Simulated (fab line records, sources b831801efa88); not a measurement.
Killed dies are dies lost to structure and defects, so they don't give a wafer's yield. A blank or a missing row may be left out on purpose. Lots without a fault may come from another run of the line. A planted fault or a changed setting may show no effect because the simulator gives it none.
Which tool did it? | flow sky130 | 12 lots, 36 wafers sampled, at 5 steps of a route of 708

WHAT THE GAUGES READ, wafer by wafer
SKY_VIA1_THK_MEAS_01.
lot  | measured     | on            | VIA1_HDPCVD_THK (nm)
L806 | day 33 09:25 | film_metro-02 | 1027 1034 1032
L809 | day 34 06:14 | film_metro-03 | 1033 1020 1033
L808 | day 34 09:29 | film_metro-02 | 1031 1027 1037
L811 | day 34 21:39 | film_metro-02 | 1044 1044 1050
L812 | day 35 01:08 | film_metro-03 | 1037 1032 1021
L810 | day 35 03:49 | film_metro-04 | 1036 1044 1032
L813 | day 35 09:47 | film_metro-03 | 820 832 812
L814 | day 35 14:06 | film_metro-04 | 1026 1031 1037
L817 | day 36 20:52 | film_metro-04 | 857 837 847
L818 | day 36 23:41 | film_metro-03 | 833 833 841
L825 | day 39 00:55 | film_metro-04 | 1043 1050 1060
L827 | day 39 09:07 | film_metro-03 | 1037 1051 1043

SKY_VIA1_CD_MEAS_12: target cd 150 nm.
lot  | measured     | on        | cd_nm (nm)
L806 | day 34 12:23 | cd_sem-02 | 149.5 149.4 148.4
L809 | day 35 08:53 | cd_sem-02 | 147.3 145.3 147.9
L808 | day 35 11:59 | cd_sem-02 | 148.7 148.5 149.2
L811 | day 36 00:20 | cd_sem-01 | 150.3 150.4 150.7
L812 | day 36 04:11 | cd_sem-02 | 150.8 150.9 149.5
L810 | day 36 07:17 | cd_sem-01 | 149.1 150.1 149.5
L813 | day 36 12:34 | cd_sem-01 | 150.4 150.7 149.4
L814 | day 36 17:15 | cd_sem-02 | 149.7 149.8 151.1
L817 | day 37 23:24 | cd_sem-01 | 147.1 149.2 150.0
L818 | day 38 02:05 | cd_sem-01 | 150.5 150.7 151.4
L825 | day 40 02:29 | cd_sem-01 | 150.4 150.4 150.8
L827 | day 40 09:43 | cd_sem-01 | 152.0 151.2 151.0

WHICH TOOL RAN EACH LOT (tool, then ch and the chambers of the sampled wafers, then the start)
lot  | SKY_METAL1_SPUTTER_01        | SKY_METAL1_ETCH_18                | SKY_VIA1_HDPCVD_00
L806 | pvd_sputter-03, day 32 05:17 | rie_metal-04 ch 0,1, day 33 08:31 | hdpcvd-02 ch 0,2, day 33 09:18
L809 | pvd_sputter-02, day 33 02:06 | rie_metal-03 ch 0,1, day 34 05:19 | hdpcvd-01 ch 0,1,2, day 34 06:09
L808 | pvd_sputter-03, day 33 05:02 | rie_metal-01 ch 0,1, day 34 08:16 | hdpcvd-01 ch 1,2, day 34 09:22
L811 | pvd_sputter-02, day 33 18:08 | rie_metal-04 ch 0,1, day 34 20:45 | hdpcvd-02 ch 0,1,2, day 34 21:32
L812 | pvd_sputter-01, day 33 21:26 | rie_metal-01 ch 0, day 35 00:06   | hdpcvd-02 ch 0,1, day 35 01:01
L810 | pvd_sputter-02, day 34 00:35 | rie_metal-01 ch 0, day 35 02:49   | hdpcvd-02 ch 1,2, day 35 03:41
L813 | pvd_sputter-01, day 34 06:30 | rie_metal-04 ch 0,1, day 35 08:53 | hdpcvd-02 ch 1,2, day 35 09:40
L814 | pvd_sputter-01, day 34 11:19 | rie_metal-04 ch 0,1, day 35 13:14 | hdpcvd-01 ch 0,2, day 35 13:59
L817 | pvd_sputter-01, day 35 16:52 | rie_metal-03 ch 1, day 36 19:49   | hdpcvd-02 ch 1,2, day 36 20:43
L818 | pvd_sputter-03, day 35 20:09 | rie_metal-01 ch 0,1, day 36 22:48 | hdpcvd-02 ch 0,1, day 36 23:34
L825 | pvd_sputter-01, day 37 22:17 | rie_metal-03 ch 0,1, day 38 23:55 | hdpcvd-01 ch 0,2, day 39 00:47
L827 | pvd_sputter-02, day 38 06:29 | rie_metal-03 ch 0,1, day 39 08:09 | hdpcvd-01 ch 0,2, day 39 09:00
- SKY_METAL1_SPUTTER_01: material TiN, target thk 20 nm, time 16.7 s.
- SKY_METAL1_ETCH_18: etches BARC in N2/H2, stops on SiO2, time 45.9 s, target depth 60 nm.
- SKY_VIA1_HDPCVD_00: deposits SiO2, target thk 1030 nm, time 171.7 s.

WHAT THE TOOLS THEMSELVES READ (means of the sampled wafers that have a number; where no wafer has one, the mark that the record gives instead)
SKY_METAL1_SPUTTER_01.
lot  | tool           | throttle_valve_pct (%)
L806 | pvd_sputter-03 | 29.3
L809 | pvd_sputter-02 | 30.1
L808 | pvd_sputter-03 | 28.6
L811 | pvd_sputter-02 | 29.8
L812 | pvd_sputter-01 | 30.3
L810 | pvd_sputter-02 | 29.3
L813 | pvd_sputter-01 | 29.2
L814 | pvd_sputter-01 | 29.8
L817 | pvd_sputter-01 | 29.7
L818 | pvd_sputter-03 | 29.2
L825 | pvd_sputter-01 | 30.5
L827 | pvd_sputter-02 | 29.4

SKY_METAL1_ETCH_18.
lot  | tool         | chamber_pressure_mTorr (mTorr) | drypump_motor_current_A (A) | oes_product_au (a.u.) | throttle_valve_pct (%)
L806 | rie_metal-04 | 30.005                         | 6.0                         | 0.855                 | 13.225
L809 | rie_metal-03 | 29.992                         | 5.1                         | 0.853                 | 13.219
L808 | rie_metal-01 | 29.985                         | 6.1                         | 0.857                 | 13.228
L811 | rie_metal-04 | 29.974                         | 6.0                         | 0.854                 | 13.225
L812 | rie_metal-01 | 30.004                         | 5.6                         | 0.859                 | 13.228
L810 | rie_metal-01 | 29.992                         | 5.6                         | 0.855                 | 13.238
L813 | rie_metal-04 | 30.038                         | 5.9                         | 0.853                 | 13.223
L814 | rie_metal-04 | 29.991                         | 6.0                         | 0.858                 | 13.223
L817 | rie_metal-03 | 29.963                         | 4.9                         | 0.854                 | 13.239
L818 | rie_metal-01 | 30.004                         | 5.8                         | 0.858                 | 13.215
L825 | rie_metal-03 | 30.012                         | 5.3                         | 0.857                 | 13.229
L827 | rie_metal-03 | 30.017                         | 5.4                         | 0.862                 | 13.211

SKY_VIA1_HDPCVD_00.
lot  | tool      | sih4_flow_sccm (sccm)
L806 | hdpcvd-02 | 59.81
L809 | hdpcvd-01 | 59.97
L808 | hdpcvd-01 | 60.05
L811 | hdpcvd-02 | 60.08
L812 | hdpcvd-02 | 60.09
L810 | hdpcvd-02 | 60.07
L813 | hdpcvd-02 | 48.12
L814 | hdpcvd-01 | 60.07
L817 | hdpcvd-02 | 47.89
L818 | hdpcvd-02 | 47.96
L825 | hdpcvd-01 | 60.14
L827 | hdpcvd-01 | 60.01

THE ANSWER, worked out from the rows above alone
Rule: what is usual is taken from the lots themselves. Put in order of their means at a reading, lots are off if they are a third of the lots or fewer, leave a main group of 4 or more, and stand apart from it by a gap of 3 or more times the standard deviation of the main group's means; of several such gaps the widest counts. A main group whose means are all the same, to the digits that the tables above print for the reading, isn't used. A lot without any number at a reading at which 4 lots or more have one is off too. The other lots that the step has rows for count as sound. The gauges are gone through in route order, then the tools' own readings, and for those a lot's mean is taken as printed above. The first step at which some lot is off is used, and at that step the reading that is off furthest; a lot without a number counts as furthest.
Off: L813, L817, L818, at SKY_VIA1_THK_MEAS_01 (VIA1_HDPCVD_THK). The main group: mean 1037 nm, standard deviation 7.7.
A tool fits if, at a process step before that reading, it ran every lot that is off, and no sound lot after the first of them. The gauges at SKY_VIA1_THK_MEAS_01 aren't tried: what is off there is off at SKY_VIA1_HDPCVD_00 too, on other tools, and a gauge's error can't cause that. One fits: hdpcvd-02 at SKY_VIA1_HDPCVD_00. Its last sound lot is L810 (day 35 03:41), its first lot that is off L813 (day 35 09:40): a fault that began between those two fits.
The tool's own readings at SKY_VIA1_HDPCVD_00 bear it out: on the lots that are off they differ by more than 5 times the standard deviation of the sound lots' means. sih4_flow_sccm reads 47.99 sccm there against 60.03 sccm on the sound lots.

WHAT THE SIMULATOR HAD PUT IN
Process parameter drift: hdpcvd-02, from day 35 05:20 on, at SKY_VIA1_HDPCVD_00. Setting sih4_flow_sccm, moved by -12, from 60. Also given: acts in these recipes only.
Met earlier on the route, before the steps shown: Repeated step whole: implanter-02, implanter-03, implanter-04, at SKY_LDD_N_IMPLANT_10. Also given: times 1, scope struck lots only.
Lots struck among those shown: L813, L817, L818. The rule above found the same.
